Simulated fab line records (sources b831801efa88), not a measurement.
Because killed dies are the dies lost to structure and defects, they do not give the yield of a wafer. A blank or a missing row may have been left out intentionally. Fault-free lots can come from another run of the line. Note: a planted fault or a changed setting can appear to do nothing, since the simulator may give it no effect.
fab line records | flow sky130 | part 2 of 2: steps 45 to 45 of 45
record: lots: 6 wafers: 18 last_day: 50
route steps=708 shown DNWELL@41 PWDE@45 NWELL@56 VT_ADJUST_HVTP@85 PAD_OPEN@708
lots with no fault: from the same line, run without faults
start_h: hours from the record's opening day to when the first of the lot's shown wafers began | wait_h: hours elapsed since this lot's preceding step | " as in the row above | L1.1+2: a single row standing in for several wafers | - no value present, or no start provided | * or withheld: withheld | < > ~ a bound
route shown NAME@n: a module of which the file shows steps, and the number in the route of the first | usual: mean/standard deviation taken from wafers without a fault | same: alike in all rows | chamber/n: place in a boat | sites: the reading at each site | _std_site: the values' standard deviation | _edge_site: outer sites' mean less inner sites' | radius_mm: how far each site lies from the wafer's centre | mask NAME#n: copy n | behind: the tool/chamber that last shaped the wafer | hold: what put the lot on hold/how long, in hours/how the hold closed | device: the n, p or np transistor that did not switch | end of line: tests run on the same wafers once the route is complete | a step with no rows: only its recipe | killed: dies lost to structure and defects at the first sort, not the wafer's yield | map: shows each die of a wafer: x if killed, . if not, _ if none is there
set.NAME: the setting the step ran with; set.NAME@STEP: the setting that earlier step ran with | model.NAME: the simulator's own value behind a step, which no gauge read
a table for each step, a row for each wafer; lots at some steps of the route
services: the hour from which a tool's chamber was out of use, counted from the record's first day as start_h (under 0 if before that day), plus the number of hours and why
== steps ==
step: SKY_PAD_OPEN_PROBE_99
usual: killed_at_M0_to_M3: 44/6.9 killed_at_M4_up: 3.2/1.8 killed_at_contacts: 23/5.2 killed_at_front_end: 15/4.5 killed_at_other: 0.3/0.56 killed_dies: 85/8.8 killed_open: 47/6.7 killed_short: 39/6.4
same: gross_dies: 492 killed_at_back_side: 0
columns lot.wafer tool chamber start_h wait_h killed_at_M0_to_M3 killed_at_M4_up killed_at_contacts killed_at_front_end killed_at_other killed_dies killed_open killed_short model.etest.res_pwde_under_gate.rs_ohm_sq
L424.2 prober-01 - 1079.16 0.1 38 3 19 16 0 76 48 28 6178
L424.4 prober-01 - 1079.26 0.2 35 2 25 17 0 79 42 37 6238
L424.5 prober-01 - 1079.31 0.2 30 0 19 14 0 63 35 28 6249
L436.3 prober-02 - 1147.43 0.2 63 7 27 14 0 111 51 60 6215
L436.4 prober-02 - 1147.48 0.2 37 6 25 13 0 81 48 33 6247
L436.6 prober-02 - 1147.58 0.2 52 6 18 11 1 88 46 42 6232
L437.1 prober-02 - 1157.04 0.1 28 1 27 17 0 73 41 32 5917
L437.2 prober-02 - 1157.09 0.1 48 2 19 10 1 80 43 37 5841
L437.6 prober-02 - 1157.29 0.2 42 5 23 25 0 95 46 49 5927
L438.4 prober-01 - 1162.27 0.2 46 4 26 6 0 82 34 48 5818
L438.5 prober-01 - 1162.32 0.2 43 3 22 20 0 88 47 41 5699
L438.6 prober-01 - 1162.37 0.2 48 5 17 16 0 86 47 39 5763
L445.1 prober-02 - 1197.41 0.1 42 3 21 15 0 81 35 46 6099
L445.3 prober-02 - 1197.51 0.2 41 3 20 23 0 87 51 36 6116
L445.6 prober-02 - 1197.66 0.2 47 5 20 10 0 82 42 40 6113
L446.1 prober-02 - 1200.88 0.4 47 5 17 13 0 82 39 43 6110
L446.2 prober-02 - 1200.93 0.4 60 0 26 15 0 101 54 47 6060
L446.4 prober-02 - 1201.03 0.5 56 5 20 16 0 97 52 45 6069
killed by level:class
L424.2 VIA1:geometric_particle:open=11 CONTACT:geometric_particle:open=8 LI_CONTACT:geometric_particle:open=7 VIA3:geometric_particle:open=6 POLY_GATE:geometric_particle:open=5 VIA2:geometric_particle:open=5 METAL1:geometric_particle:short=4 LI_CONTACT:geometric_particle:short=3
L424.4 CONTACT:geometric_particle:open=8 VIA3:geometric_particle:open=7 VIA2:geometric_particle:open=6 FIELD_ISO:geometric_particle:short=5 CONTACT:geometric_particle:short=5 VIA1:geometric_particle:short=5 LI_CONTACT:geometric_particle:open=5 VIA1:geometric_particle:open=5
L424.5 VIA1:geometric_particle:open=9 LI_CONTACT:geometric_particle:open=5 CONTACT:geometric_particle:short=5 FIELD_ISO:geometric_particle:open=4 CONTACT:geometric_particle:open=4 VIA2:geometric_particle:open=4 VIA3:geometric_particle:open=4 METAL2:geometric_particle:short=3
L436.3 METAL1:geometric_particle:short=10 VIA1:geometric_particle:open=10 VIA3:geometric_particle:open=10 METAL2:geometric_particle:short=9 LI_CONTACT:geometric_particle:open=7 METAL4:geometric_particle:short=7 LI_CONTACT:geometric_particle:short=6 CONTACT:geometric_particle:open=6
L436.4 CONTACT:geometric_particle:open=10 VIA1:geometric_particle:open=8 LI_CONTACT:geometric_particle:open=6 METAL1:geometric_particle:short=6 VIA3:geometric_particle:open=6 FIELD_ISO:geometric_particle:open=5 VIA2:geometric_particle:open=5 VIA3:geometric_particle:short=4
L436.6 CONTACT:geometric_particle:open=9 VIA1:geometric_particle:open=9 VIA3:geometric_particle:open=9 METAL2:geometric_particle:short=8 VIA2:geometric_particle:open=5 VIA2:geometric_particle:short=4 METAL3:geometric_particle:short=4 METAL4:geometric_particle:short=4
L437.1 CONTACT:geometric_particle:open=9 VIA1:geometric_particle:open=7 POLY_GATE:geometric_particle:open=6 LOCAL_INTERCONNECT:geometric_particle:short=6 LI_CONTACT:geometric_particle:open=6 METAL1:geometric_particle:short=5 LI_CONTACT:geometric_particle:short=4 FIELD_ISO:geometric_particle:short=3
L437.2 VIA3:geometric_particle:open=9 CONTACT:geometric_particle:open=8 METAL1:geometric_particle:short=7 VIA1:geometric_particle:open=7 VIA2:geometric_particle:open=7 METAL2:geometric_particle:short=5 VIA1:geometric_particle:short=4 FIELD_ISO:geometric_particle:short=3
L437.6 POLY_GATE:geometric_particle:short=9 LI_CONTACT:geometric_particle:open=9 VIA3:geometric_particle:open=8 CONTACT:geometric_particle:open=6 METAL1:geometric_particle:short=6 METAL4:geometric_particle:short=5 VIA1:geometric_particle:open=5 VIA1:geometric_particle:short=5
L438.4 CONTACT:geometric_particle:open=8 CONTACT:geometric_particle:short=8 VIA1:geometric_particle:short=7 VIA1:geometric_particle:open=7 METAL2:geometric_particle:short=7 LOCAL_INTERCONNECT:geometric_particle:short=5 VIA2:geometric_particle:open=5 VIA3:geometric_particle:short=5
L438.5 LI_CONTACT:geometric_particle:open=8 VIA3:geometric_particle:open=8 VIA1:geometric_particle:open=7 FIELD_ISO:geometric_particle:short=6 CONTACT:geometric_particle:open=6 METAL2:geometric_particle:short=6 FIELD_ISO:geometric_particle:open=5 VIA1:geometric_particle:short=5
L438.6 VIA1:geometric_particle:open=13 FIELD_ISO:geometric_particle:short=7 VIA2:geometric_particle:open=7 FIELD_ISO:geometric_particle:open=6 METAL2:geometric_particle:short=6 CONTACT:geometric_particle:open=5 METAL1:geometric_particle:short=5 VIA1:geometric_particle:short=5
L445.1 VIA1:geometric_particle:open=14 LOCAL_INTERCONNECT:geometric_particle:short=6 CONTACT:geometric_particle:short=6 VIA2:geometric_particle:open=6 FIELD_ISO:geometric_particle:short=5 POLY_GATE:geometric_particle:short=5 METAL2:geometric_particle:short=5 LI_CONTACT:geometric_particle:open=4
L445.3 VIA1:geometric_particle:open=10 CONTACT:geometric_particle:short=7 VIA3:geometric_particle:open=7 CONTACT:geometric_particle:open=6 LI_CONTACT:geometric_particle:open=5 METAL1:geometric_particle:short=5 METAL2:geometric_particle:short=5 FIELD_ISO:geometric_particle:open=4
L445.6 VIA3:geometric_particle:open=10 VIA1:geometric_particle:open=9 CONTACT:geometric_particle:short=8 VIA2:geometric_particle:open=6 LI_CONTACT:geometric_particle:open=5 METAL1:geometric_particle:short=5 POLY_GATE:geometric_particle:short=4 METAL2:geometric_particle:short=4
L446.1 METAL2:geometric_particle:short=8 VIA3:geometric_particle:open=8 VIA2:geometric_particle:open=7 CONTACT:geometric_particle:open=6 VIA1:geometric_particle:short=6 VIA1:geometric_particle:open=6 METAL1:geometric_particle:short=5 FIELD_ISO:geometric_particle:open=4
L446.2 VIA1:geometric_particle:open=17 VIA2:geometric_particle:open=10 LI_CONTACT:geometric_particle:open=9 METAL1:geometric_particle:short=7 POLY_GATE:geometric_particle:short=6 CONTACT:geometric_particle:open=6 VIA1:geometric_particle:short=5 VIA3:geometric_particle:short=5
L446.4 VIA1:geometric_particle:open=12 VIA3:geometric_particle:open=10 METAL2:geometric_particle:short=8 METAL1:geometric_particle:short=8 LI_CONTACT:geometric_particle:open=7 CONTACT:geometric_particle:open=6 CONTACT:geometric_particle:short=5 POLY_GATE:geometric_particle:short=5
== services ==
columns tool chamber start_h hours kind
plasma_asher-01 - 49.37 2.4 repair
implanter-02 - 63.90 6.9 repair
plasma_asher-01 - 89.23 4.1 repair
plasma_asher-02 - 102.76 13.6 repair
implanter-03 - 114.09 0.8 repair
plasma_asher-02 - 116.40 9.0 pm
plasma_asher-02 0 116.40 9.0 vent_cycle
plasma_asher-02 1 116.40 9.0 vent_cycle
implanter-03 - 121.03 2.8 repair
plasma_asher-02 0 125.40 - clean
plasma_asher-02 1 125.40 - clean
plasma_asher-04 - 164.17 7.2 repair
implanter-02 - 169.68 9.3 repair
implanter-03 - 177.56 5.0 pm
rtp_anneal-01 - 178.76 1.2 pm
implanter-03 - 208.29 0.7 repair
implanter-03 - 254.79 6.2 pm
== key ==
first_sign: step: SKY_PWDE_IMPLANT_08 reading: dose_ions_cm2 direction: up sigmas: 68 usual: * struck: *
effect: step: SKY_PWDE_IMPLANT_08 reading: faraday_current_uA direction: up sigmas: 3.7 usual: 20.3 struck: 21.7
effect: step: SKY_PWDE_TW_MEAS_10 reading: PWDE_TW direction: up sigmas: 2.2 usual: 374.4 struck: 380.3
effect: step: SKY_NWELL_RS_MEAS_31 reading: PWDE_RS direction: down sigmas: 13 usual: 5283 struck: 5013
model_effect: step: SKY_PAD_OPEN_PROBE_99 value: etest.res_pwde_under_gate.rs_ohm_sq without: 6207 struck: 5827
met_at SKY_PWDE_IMPLANT_08
struck_wafers L437.1,L437.2,L437.6,L438.4,L438.5,L438.6
tester_left_out L437,L438
onset_between 136.49 148.24
fault: kind: process_parameter_drift tool: implanter-03 chamber: - onset_h: 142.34 steps: SKY_PWDE_IMPLANT_08 channel: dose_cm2 offset: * shape: step end_h: 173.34 acts_in: * stated: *
tester_left_out: of these lots the tester's yield and bins aren't shown, on N5 and GAA mostly nor the transistor test; their killed dies are dies lost to structure and defects alone, not to doping, threshold or leakage, so they don't give the yield
